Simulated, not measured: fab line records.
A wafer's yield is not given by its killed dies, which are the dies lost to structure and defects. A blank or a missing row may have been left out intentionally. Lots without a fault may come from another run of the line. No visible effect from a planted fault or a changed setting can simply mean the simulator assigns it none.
Matching of chambers :: flow sky130 :: SKY_POLY_GATE_ETCH_16 on rie-diel-03 has 4 sister chambers
The step etches Si3N4 in CH3F/O2, stops on poly-Si, time 147.5 s, target depth 75 nm. 14 wafers are shown with their chamber, then 7 later ones without.

== EACH WAFER AND ITS CHAMBER ==
wafer: L664.1
chamber: 3
drypump-motor-current-A (A): 6.0
rf-fwd-power-W (W): 402.1
throttle-valve-pct (%): 10.536

wafer: L664.2
chamber: 2
drypump-motor-current-A (A): 4.7
rf-fwd-power-W (W): 398.0
throttle-valve-pct (%): 10.536

wafer: L664.3
chamber: 1
drypump-motor-current-A (A): 5.5
rf-fwd-power-W (W): 397.3
throttle-valve-pct (%): 10.534

wafer: L667.1
chamber: 2
drypump-motor-current-A (A): 4.7
rf-fwd-power-W (W): 397.8
throttle-valve-pct (%): 10.510

wafer: L667.3
chamber: 3
drypump-motor-current-A (A): 6.0
rf-fwd-power-W (W): 396.5
throttle-valve-pct (%): 10.523

wafer: L667.4
chamber: 3
drypump-motor-current-A (A): 6.0
rf-fwd-power-W (W): 398.6
throttle-valve-pct (%): 10.538

wafer: L668.2
chamber: 0
drypump-motor-current-A (A): 4.8
rf-fwd-power-W (W): 396.8
throttle-valve-pct (%): 10.526

wafer: L668.4
chamber: 0
drypump-motor-current-A (A): 4.8
rf-fwd-power-W (W): 397.3
throttle-valve-pct (%): 10.540

wafer: L668.5
chamber: 1
drypump-motor-current-A (A): 5.4
rf-fwd-power-W (W): 398.1
throttle-valve-pct (%): 10.533

wafer: L676.2
chamber: 3
drypump-motor-current-A (A): 6.0
rf-fwd-power-W (W): 400.6
throttle-valve-pct (%): 10.535

wafer: L676.4
chamber: 1
drypump-motor-current-A (A): 5.5
rf-fwd-power-W (W): 397.6
throttle-valve-pct (%): 10.528

wafer: L676.5
chamber: 1
drypump-motor-current-A (A): 5.4
rf-fwd-power-W (W): 396.7
throttle-valve-pct (%): 10.541

wafer: L684.2
chamber: 0
drypump-motor-current-A (A): 4.8
rf-fwd-power-W (W): 401.8
throttle-valve-pct (%): 10.527

wafer: L684.3
chamber: 1
drypump-motor-current-A (A): 5.4
rf-fwd-power-W (W): 397.5
throttle-valve-pct (%): 10.533

SIGNATURES (means of the wafers above)
reading: drypump-motor-current-A
chamber 0: 4.800
chamber 1: 5.440
chamber 2: 4.700
chamber 3: 6.000
scatter within a chamber: 0.0346

reading: rf-fwd-power-W
chamber 0: 398.633
chamber 1: 397.440
chamber 2: 397.900
chamber 3: 399.450
scatter within a chamber: 1.84

reading: throttle-valve-pct
chamber 0: 10.53100
chamber 1: 10.53380
chamber 2: 10.52300
chamber 3: 10.53300
scatter within a chamber: 0.00828
Rule: a wafer lies at a distance from a chamber equal to the root of the sum of squares, over the readings, of (its reading less the chamber's mean, divided by the reading's scatter). The wafer belongs to the nearest chamber; if the next one is less than 2 further off, it can't be placed. The scatter: the root of (the sum of the squares of (reading less its chamber's mean) over the shown wafers, divided by (wafers less chambers)).

== WAFERS MISSING THEIR CHAMBER ==
wafer: L684.4
drypump-motor-current-A (A): 4.8
rf-fwd-power-W (W): 398.8
throttle-valve-pct (%): 10.537

wafer: L683.2
drypump-motor-current-A (A): 6.0
rf-fwd-power-W (W): 400.0
throttle-valve-pct (%): 10.544

wafer: L683.4
drypump-motor-current-A (A): 5.4
rf-fwd-power-W (W): 398.2
throttle-valve-pct (%): 10.539

wafer: L683.6
drypump-motor-current-A (A): 4.8
rf-fwd-power-W (W): 396.0
throttle-valve-pct (%): 10.534

wafer: L686.2
drypump-motor-current-A (A): 5.4
rf-fwd-power-W (W): 397.7
throttle-valve-pct (%): 10.530

wafer: L686.4
drypump-motor-current-A (A): 6.0
rf-fwd-power-W (W): 398.8
throttle-valve-pct (%): 10.540

wafer: L686.6
drypump-motor-current-A (A): 5.4
rf-fwd-power-W (W): 399.2
throttle-valve-pct (%): 10.554

== CHAMBER TAKEN BY EACH ==
wafer: L684.4
from the rows above: 0
in truth: 0

wafer: L683.2
from the rows above: 3
in truth: 3

wafer: L683.4
from the rows above: 1
in truth: 1

wafer: L683.6
from the rows above: can't be placed: 0 or 2
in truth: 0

wafer: L686.2
from the rows above: 1
in truth: 1

wafer: L686.4
from the rows above: 3
in truth: 3

wafer: L686.6
from the rows above: 1
in truth: 1
Placed correctly: 6 of 7. Not placeable from these rows: 1 (in 1, the candidates include the true chamber). 0 placed wrongly.
